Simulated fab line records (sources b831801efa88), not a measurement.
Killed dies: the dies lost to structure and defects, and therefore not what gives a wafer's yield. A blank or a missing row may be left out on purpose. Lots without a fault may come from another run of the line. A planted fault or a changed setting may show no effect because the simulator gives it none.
What tool caused it?	flow gf180mcu	12 lots, 36 wafers sampled, at 4 steps of a route of 602

== WHAT THE GAUGES READ, wafer by wafer ==
GF_TOP_METAL_RS_MEAS_05: uses a four-point probe to measure. Usual: TOP_METAL_ALCU_RS typically reads 0.0328 ohm/sq, with standard deviation 0.00036.
lot	measured	on	TOP_METAL_ALCU_RS (ohm/sq)	flag
L566	day 27 10:32	film-metro-03	0.0329 0.0330 0.0328	
L567	day 27 20:59	film-metro-04	0.0327 0.0325 0.0327	
L568	day 28 02:27	film-metro-04	0.0323 0.0322 0.0325	
L572	day 29 11:52	film-metro-03	0.0328 0.0327 0.0331	
L578	day 31 03:40	film-metro-01	0.0333 0.0331 0.0335	
L580	day 31 20:58	film-metro-03	0.0327 0.0326 0.0326	
L582	day 32 11:47	film-metro-01	0.0335 0.0332 0.0333	
L583	day 32 16:16	film-metro-04	0.0330 0.0327 0.0331	
L585	day 32 23:25	film-metro-04	0.0327 0.0328 0.0328	
L586	day 33 06:22	film-metro-03	0.0327 0.0326 0.0323	
L587	day 33 13:17	film-metro-04	0.0332 0.0332 0.0333	
L588	day 33 18:51	film-metro-04	0.0328 0.0325 0.0327	

GF_PASSIVATION_BOW_MEAS_14. Usual: PASSIVATION_BOW typically reads 134 um, with standard deviation 11.
lot	measured	on	PASSIVATION_BOW (um)	flag
L566	day 29 04:46	film-metro-04	154 142 144	
L567	day 29 15:09	film-metro-01	131 130 130	
L568	day 29 19:18	film-metro-01	147 142 137	
L572	day 31 03:07	film-metro-04	133 137 132	
L578	day 32 16:45	film-metro-04	149 138 132	
L580	day 33 08:52	film-metro-04	141 132 136	
L582	day 33 21:55	film-metro-02	148 151 148	
L583	day 34 03:13	film-metro-04	133 131 123	
L585	day 34 09:34	film-metro-01	143 140 144	
L586	day 34 15:07	film-metro-02	141 135 145	
L587	day 34 22:19	film-metro-02	125 132 129	
L588	day 35 03:26	film-metro-04	126 132 121	

== WHICH TOOL RAN EACH LOT (tool, then ch and the chambers of the sampled wafers, then the start) ==
lot	GF_M2_SPUTTER_01	GF_TOP_METAL_METAL_ETCH_16
L566	pvd-sputter-04, day 18 08:37	rie-metal-04 ch 0,1, day 28 06:27
L567	pvd-sputter-04, day 18 20:26	rie-metal-04 ch 0, day 28 16:19
L568	pvd-sputter-04, day 19 04:47	rie-metal-04 ch 0, day 28 21:31
L572	pvd-sputter-04, day 20 22:26	rie-metal-04 ch 0,1, day 30 06:52
L578	pvd-sputter-01, day 23 02:10	rie-metal-01 ch 0,1, day 31 21:12
L580	pvd-sputter-01, day 23 23:04	rie-metal-04 ch 0,1, day 32 13:49
L582	pvd-sputter-01, day 24 17:01	rie-metal-01 ch 0,1, day 33 03:43
L583	pvd-sputter-04, day 24 23:58	rie-metal-03 ch 0, day 33 08:16
L585	pvd-sputter-02, day 25 10:01	rie-metal-04 ch 0,1, day 33 15:33
L586	pvd-sputter-04, day 25 17:38	rie-metal-03 ch 0,1, day 33 21:37
L587	pvd-sputter-04, day 26 02:25	rie-metal-01 ch 0,1, day 34 04:46
L588	pvd-sputter-02, day 26 09:31	rie-metal-03 ch 0,1, day 34 10:13
- GF_M2_SPUTTER_01: material TiN, target thk 30 nm, time 25 s.
- GF_TOP_METAL_METAL_ETCH_16: etches the open film in Cl2/BCl3, stops on SiO2, target depth 1077.5 nm, time 179.6 s.

== AS READ BY THE TOOLS THEMSELVES (means over the sampled wafers that have a number; for cases with no such wafer, the mark the record gives instead) ==
GF_M2_SPUTTER_01. Usual: chamber-pressure-pa 0.4001 Pa, standard deviation 0.00072; throttle-valve-pct 29.7 %, standard deviation 1.
lot	tool	chamber-pressure-pa (Pa)	throttle-valve-pct (%)	flag
L566	pvd-sputter-04	0.3996	28.7	
L567	pvd-sputter-04	0.3994	29.4	
L568	pvd-sputter-04	0.3998	28.6	
L572	pvd-sputter-04	0.4003	29.8	
L578	pvd-sputter-01	0.3999	30.5	
L580	pvd-sputter-01	0.4009	30.2	
L582	pvd-sputter-01	0.4003	30.3	
L583	pvd-sputter-04	0.3995	29.3	
L585	pvd-sputter-02	0.4006	30.1	
L586	pvd-sputter-04	0.4000	29.3	
L587	pvd-sputter-04	0.4001	29.4	
L588	pvd-sputter-02	0.4005	30.2	

GF_TOP_METAL_METAL_ETCH_16. Usual: bcl3-flow-sccm 39.99 sccm, standard deviation 0.1; chamber-pressure-mTorr 8.000 mTorr, standard deviation 0.0068; drypump-motor-current-A 5.8 A, standard deviation 0.49; oes-product-au 0.966 a.u., standard deviation 0.0072; throttle-valve-pct 28.257 %, standard deviation 0.01.
lot	tool	bcl3-flow-sccm (sccm)	chamber-pressure-mTorr (mTorr)	drypump-motor-current-A (A)	oes-product-au (a.u.)	throttle-valve-pct (%)	flag
L566	rie-metal-04	40.14	7.996	5.5	0.967	28.259	
L567	rie-metal-04	39.94	8.002	6.4	0.964	28.256	
L568	rie-metal-04	39.94	8.004	6.4	0.973	28.256	
L572	rie-metal-04	39.95	8.003	6.0	0.964	28.260	
L578	rie-metal-01	40.05	7.994	5.5	0.959	28.265	
L580	rie-metal-04	40.04	7.998	5.5	0.972	28.252	
L582	rie-metal-01	39.98	7.999	5.5	0.963	28.261	
L583	rie-metal-03	40.03	7.996	6.0	0.967	28.261	
L585	rie-metal-04	39.93	8.001	5.5	0.967	28.251	
L586	rie-metal-03	40.01	7.997	6.1	0.970	28.253	
L587	rie-metal-01	39.92	8.007	5.5	0.959	28.261	
L588	rie-metal-03	40.00	8.003	6.1	0.973	28.253	

== THE ANSWER, worked out from the rows above alone ==
Rule: take the mean of a lot's wafers that have a number; if it is more than 3 standard deviations from the usual mean, the lot is off. A lot without any number at a reading at which 4 lots or more have one is off too. Any other lot the step has rows for is counted as sound. The gauges are gone through in route order, then the tools' own readings, and for those a lot's mean is taken as printed above. The first step at which some lot is off is used, and at that step the reading that is off furthest; a lot without a number counts as furthest.
No lot is off at any reading shown: from this, nothing can be told.

== WHAT THE SIMULATOR PUT IN ==
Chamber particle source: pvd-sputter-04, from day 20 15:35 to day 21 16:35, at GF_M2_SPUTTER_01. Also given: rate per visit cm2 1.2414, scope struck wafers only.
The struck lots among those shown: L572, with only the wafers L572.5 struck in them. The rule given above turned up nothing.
